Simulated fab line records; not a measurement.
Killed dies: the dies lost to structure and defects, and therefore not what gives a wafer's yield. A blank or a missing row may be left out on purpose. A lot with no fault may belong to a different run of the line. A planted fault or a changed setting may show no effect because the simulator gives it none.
8D (eight disciplines) problem report, filled in by code :: flow gf180mcu :: the parts of the form that need people (team, actions taken, sign-off) are left out

## 1. PROBLEM STATEMENT
Wafers free of any fault read 302 nm (standard deviation 4.7) for CONTACT_CVD_00_THK at GF_CONTACT_THK_MEAS_01, against a mean of 452 nm on 6 wafers of 2 lots. That is +32 standard deviations from the usual mean.
Earliest sighting: wafer L816.2 on film metro-01 at day 19 22:23. Wafers with a number at this step in the record: 36, from 12 lots. Rule for "out" (also "out of limits"): further than 4 standard deviations from the usual mean. The rest of the wafers with a number are treated as sound.

## 2. WHAT THIS IS AND IS NOT
question: which readings at this step
is: CONTACT_CVD_00_THK
is not: -

question: which lots
is: L816, L817
is not: L803, L804, L805, L806, L807, L808, L809, L824, L825, L826

question: which wafers of those lots
is: all that have a number
is not: -

question: read on which gauges
is: film metro-01, film metro-02
is not: film metro-04

question: when
is: from day 19 22:23
is not: up to then (21 sound wafers); but 9 sound wafers of L824, L825, L826 came after

## 3. SUSPECTS, AND WHAT RULES EACH OUT
Counting: any tool at a process step up to the reading is kept as a suspect provided that every lot that is out went through it and no sound lot did after the first of them.
- the gauge at GF_CONTACT_THK_MEAS_01 has been ruled out. 2 gauges (film metro-01, film metro-02) read the wafers that are out.
- hdpcvd-02 at GF_CONTACT_CVD_00 (deposits SiO2, target thk 300 nm, time 50 s): ruled out as a lasting fault. Following L816 (day 19 22:20), the first lot on it that is out, the sound lots L824 were run on it.
Left after counting: nothing in the record.

## 4. THE CAUSE (what the simulator had put in)
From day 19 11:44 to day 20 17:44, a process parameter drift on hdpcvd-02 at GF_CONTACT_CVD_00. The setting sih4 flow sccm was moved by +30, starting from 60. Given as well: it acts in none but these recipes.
The count ruled it out by mistake, since the rule takes a fault to strike every lot its tool runs from the start of the fault on, and this one did not do so.

## 5. THE CHAIN OF EFFECTS, in route order
Each row: a reading where the mean over the struck wafers with a number is more than 3 standard deviations away from the usual. Only readings for which the record gives a usual standard deviation are gone through. hours: the time from each lot's start at the first step in this table that gives one to its start at this step, as a median over the lots. sigmas: the change in usual standard deviations.
hours: 0
step: GF_CONTACT_CVD_00
reading: sih4 flow sccm
usual: 59.98 sccm
on struck wafers: 89.89
change: +29.91
sigmas: +99 or more

hours: 0
step: GF_CONTACT_THK_MEAS_01
reading: CONTACT_CVD_00_THK
usual: 302 nm
on struck wafers: 452
change: +150
sigmas: +32

hours: -
step: GF_CONTACT_ETCH_17
reading: oes product au
usual: 0.816 a.u.
on struck wafers: 0.889
change: +0.073
sigmas: +14
Here are the process steps it includes:
- GF_CONTACT_CVD_00: deposits SiO2, target thk 300 nm, time 50 s.
- GF_CONTACT_ETCH_17: etches SiO2 in C4F8/O2/Ar, stops on CoSi2, target depth 860 nm.
At these later measuring or inspecting steps, every struck wafer for which the step has a row has a number for every such reading, and none has moved that far: GF_V2_THK_MEAS_03.

## 6. HOW IT WOULD HAVE BEEN CAUGHT EARLIER
11 hours passed between the start of the fault at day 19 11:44 and the first reading out of limits at a measuring or inspecting step in this record, taken at day 19 22:23.
At GF_CONTACT_CVD_00, the tool's own readings (sih4 flow sccm) were out on each struck wafer the step has a row for, so an alarm limit on them would have fired on the first such wafer.
